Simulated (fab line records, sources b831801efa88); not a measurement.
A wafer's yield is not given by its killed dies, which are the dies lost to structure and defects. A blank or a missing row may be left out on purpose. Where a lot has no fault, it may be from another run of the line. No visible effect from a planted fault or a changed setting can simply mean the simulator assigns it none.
8D (eight disciplines) problem report, filled in by code    flow sky130    the parts of the form that need people (team, actions taken, sign-off) are left out

== 1. WHAT IS WRONG ==
Across 9 wafers from 3 lots, PWDE_TW at SKY_PWDE_TW_MEAS_10 averages 393.1, while fault-free wafers read 369.0 with a standard deviation of 2.9. Measured from the usual mean, that is +8.3 standard deviations.
First seen on wafer L144.1, day 6 09:04, on film_metro-04. Wafers with a number at this step in the record: 33, from 11 lots. Rule for "out" (also "out of limits"): further than 4 standard deviations from the usual mean. All remaining wafers that have a number are taken as sound.

== 2. WHAT IT IS, WHAT IT ISN'T ==
question                     is                                           is not
which readings at this step  PWDE_TW                                      -
which lots                   L144, L148, L149                             L137, L138, L139, L141, L142, L153, L155, L158
which wafers of those lots   all that have a number                       -
read on which gauges         film_metro-01, film_metro-02, film_metro-04  -
when                         from day 6 09:04                             up to then (15 sound wafers); but 9 sound wafers of L153, L155, L158 came after

== 3. THE SUSPECTS, EACH WITH WHAT RULES IT OUT ==
Counting: a tool at a process step up to the reading stays a suspect if it ran every lot that is out and no sound lot after the first of them.
- the gauge at SKY_PWDE_TW_MEAS_10 is ruled out. 3 gauges (film_metro-01, film_metro-02, film_metro-04) read the wafers that are out.
- plasma_asher-04 at SKY_FIELD_ISO_STRIP_16 (strips in O2/N2): ruled out as a lasting fault. Following L144 (day 4 15:24), the first lot on it that is out, the sound lots L153, L155 were run on it.
- implanter-01 at SKY_PWDE_IMPLANT_08: kept. Every lot that is out went through it, starting with L144 (day 6 08:49), and after that it ran no sound lot; the last sound lot it ran before then is L142 (day 5 11:19). Its own readings are out on those wafers: beam_on_s, faraday_current_uA.
Remaining after the count: implanter-01 at SKY_PWDE_IMPLANT_08.

== 4. THE CAUSE (what the simulator had put in) ==
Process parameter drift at SKY_PWDE_IMPLANT_08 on implanter-01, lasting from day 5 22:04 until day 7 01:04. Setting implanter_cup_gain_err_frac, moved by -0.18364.
The count eliminated every tool but this one.

== 5. THE EFFECT CHAIN, in route order ==
One row per reading whose mean, taken over the struck wafers that have a number, lies over 3 standard deviations from the usual. Scope: only readings with a usual standard deviation given in the record; hours: median across lots of the time from each lot's start at the first step in this table that gives one to its start at this step; sigmas: change in usual standard deviations.
hours  step                  reading             usual        on struck wafers  change  sigmas
0      SKY_PWDE_IMPLANT_08   beam_on_s           10.01 s      12.40             +2.39   +13
0      SKY_PWDE_IMPLANT_08   faraday_current_uA  20.3         16.4              -3.9    -11
0      SKY_PWDE_TW_MEAS_10   PWDE_TW             369.0        393.1             +24.1   +8.3
41     SKY_NWELL_RS_MEAS_31  PWDE_RS             5276 ohm/sq  4492              -784    -39
Here are the process steps it includes:
- SKY_PWDE_IMPLANT_08

== 6. HOW IT WOULD HAVE BEEN CAUGHT EARLIER ==
Counted from the fault's start at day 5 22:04, it took 11 hours until the first out-of-limits reading at a measuring or inspecting step in this record, taken at day 6 09:04.
The tool's own readings at SKY_PWDE_IMPLANT_08 were out on every struck wafer that the step has a row for (beam_on_s, faraday_current_uA): an alarm limit on them would have fired on the first of those.
L148, L149, from the lots that are out (3), started SKY_PWDE_IMPLANT_08 on implanter-01 later than day 6 09:04. A hold on the tool at that time would have spared those 2.
